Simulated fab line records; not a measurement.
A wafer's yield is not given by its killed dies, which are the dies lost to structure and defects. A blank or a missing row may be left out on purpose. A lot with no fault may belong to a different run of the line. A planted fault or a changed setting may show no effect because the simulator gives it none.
Comparing a struck lot with a sound one + flow gf180mcu + 33 steps out of a route of 602
Sound: these wafers, L660.1, L660.2, L660.5. Struck: wafer L675.2 (left out: L675.3, L675.5 of the same lot, which were not struck); the cause appears at the end.
Per side, at each step with rows, come the tool, then ch with its chambers, and then its first start. Under that, the readings that differ: sound wafers + struck wafers + difference of the means + sigmas: that difference in standard deviations of wafers without a fault.
alike: readings with means less than 2 such deviations apart, plus words and numbers identical on both sides. not compared: withheld readings, readings lacking a value on some wafer, bounds such as >300 that could conceal the same value, and numbers that have no deviation in the record and whose values overlap.
The two part at a step that has a row with sigmas, a row that says differs or no value, or rows on one side only. Non-overlapping numbers with no deviation appear without sigmas and do not part them. Lack of a reading on every wafer of one side parts them only where that side has two or more wafers.

first, 1 step without rows for these wafers: GF_HV_LDD_CVD_56 (deposits Si3N4 from DCS/NH3, target thk 90 nm, time 1543 s).
GF_HV_LDD_THK_MEAS_57:
  struck on film_metro-01, day 19 13:46; sound on film_metro-01, day 14 09:08
  alike: HV_LDD_CVD_56_THK
GF_HV_LDD_ETCHBACK_58: etches Si3N4 in CH3F/O2, stops on SiO2, time 100 s, target depth 90 nm.
  sound on rie_diel-04 ch 1,3, day 14 09:11; struck on rie_diel-01 ch 1, day 19 13:49
  alike: O2_flow_sccm, drypump_motor_current_A, oes_product_au, throttle_valve_pct
  not compared: rf_hours_counter_h
then, 7 steps without rows for these wafers: GF_NSD_DEHYDRATE_00 (time 60 s); GF_NSD_HMDS_01 (prime time 60 s); GF_NSD_COAT_02 (resist thk 1000 nm); GF_NSD_SOFTBAKE_03 (time 60 s); GF_NSD_EXPOSE_04 (exposes mask Nplus, target cd 400 nm); GF_NSD_PEB_05; GF_NSD_DEVELOP_06 (develop time 60 s).
GF_NSD_CD_MEAS_07: target cd 400 nm.
  struck on cd_sem-01, day 20 14:17; sound on cd_sem-02, day 15 06:01
  alike: cd_nm
GF_NSD_OVL_MEAS_08:
  struck on overlay-02, day 20 14:23; sound on overlay-02, day 15 06:08
  alike: NSD_OVL
GF_NSD_IMPLANT_09:
  sound on implanter-04 ch 0, day 15 06:10; struck on implanter-03 ch 0, day 20 14:26
| reading       | sound          | struck | difference | sigmas |
|---------------|----------------|--------|------------|--------|
| beam_on_s (s) | 19.9 18.9 19.9 | 21.9   | +2.3       | +2     |
  alike: faraday_current_uA
after that, 1 step had no rows for these wafers: GF_NSD_IMPLANT_10.
GF_NSD_STRIP_11: strips in O2/N2.
  sound on plasma_asher-01 ch 0,1, day 15 06:28; struck on plasma_asher-01 ch 1, day 20 14:43
| reading                      | sound             | struck | difference | sigmas |
|------------------------------|-------------------|--------|------------|--------|
| strip_time_to_endpoint_s (s) | 23.01 22.98 22.98 | 23.77  | +0.78      | +22    |
  alike: drypump_motor_current_A, heater_power_w, oes_product_au, platen_temp_c
  not compared: rf_hours_counter_h
GF_NSD_TW_MEAS_12:
  struck on film_metro-01, day 20 14:50; sound on film_metro-01, day 15 06:34
  alike: NSD_TW
then, 7 steps without rows for these wafers: GF_PSD_DEHYDRATE_00 (time 60 s); GF_PSD_HMDS_01 (prime time 60 s); GF_PSD_COAT_02 (resist thk 1000 nm); GF_PSD_SOFTBAKE_03 (time 60 s); GF_PSD_EXPOSE_04 (exposes mask Pplus, target cd 400 nm); GF_PSD_PEB_05; GF_PSD_DEVELOP_06 (develop time 60 s).
GF_PSD_CD_MEAS_07: target cd 400 nm.
  struck on cd_sem-01, day 21 14:50; sound on cd_sem-01, day 16 04:16
  alike: cd_nm
GF_PSD_OVL_MEAS_08:
  struck on overlay-01, day 21 14:56; sound on overlay-01, day 16 04:23
  alike: PSD_OVL
after that, 1 step had no rows for these wafers: GF_PSD_IMPLANT_09.
GF_PSD_STRIP_10: strips in O2/N2.
  sound on plasma_asher-03 ch 0,1, day 16 04:34; struck on plasma_asher-02 ch 1, day 21 15:07
| reading                      | sound                | struck | difference | sigmas |
|------------------------------|----------------------|--------|------------|--------|
| platen_temp_c (C)            | 249.69 249.91 250.13 | 250.35 | +0.44      | +2     |
| strip_time_to_endpoint_s (s) | 16.55 16.53 16.58    | 16.48  | -0.07      | -2     |
  alike: drypump_motor_current_A, heater_power_w, oes_product_au
  not compared: rf_hours_counter_h
GF_PSD_TW_MEAS_11:
  struck on film_metro-01, day 21 15:13; sound on film_metro-04, day 16 04:40
  alike: PSD_TW
then, 1 step without rows for these wafers: GF_PSD_CLEAN_12 (cleans in SC1/SC2, time 150 s).
GF_PSD_RTA_13: time 20 s.
  sound on rtp_anneal-02 ch 0, day 16 04:47; struck on rtp_anneal-01 ch 0, day 21 15:20
| reading            | sound          | struck | difference | sigmas |
|--------------------|----------------|--------|------------|--------|
| lamp_power_pct (%) | 32.1 32.0 32.0 | 38.0   | +6.0       | +2     |
  alike: wafer_temp_C_max
GF_PSD_RS_MEAS_14: uses a four-point probe to measure.
  struck on film_metro-04, day 21 15:26; sound on film_metro-01, day 16 04:52
| reading         | sound             | struck | difference | sigmas |
|-----------------|-------------------|--------|------------|--------|
| NSD_RS (ohm/sq) | 46.20 46.21 46.09 | 44.83  | -1.34      | -16    |
GF_PSD_RS_MEAS_15: uses a four-point probe to measure.
  struck on film_metro-04, day 21 15:33; sound on film_metro-01, day 16 04:59
| reading         | sound                | struck | difference | sigmas |
|-----------------|----------------------|--------|------------|--------|
| PSD_RS (ohm/sq) | 108.94 108.87 108.65 | 108.14 | -0.68      | -2     |
GF_PASSIVATION_PROBE_99:
  the record has rows for the sound wafers here (prober-02, day 30 18:42) and none for the struck ones

WHERE THEY PART
At GF_NSD_IMPLANT_09 first; at GF_PASSIVATION_PROBE_99 last (within this record only).

WHY: the cause the simulator had injected
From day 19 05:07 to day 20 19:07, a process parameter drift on implanter-03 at GF_NSD_IMPLANT_09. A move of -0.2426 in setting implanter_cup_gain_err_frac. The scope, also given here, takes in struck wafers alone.
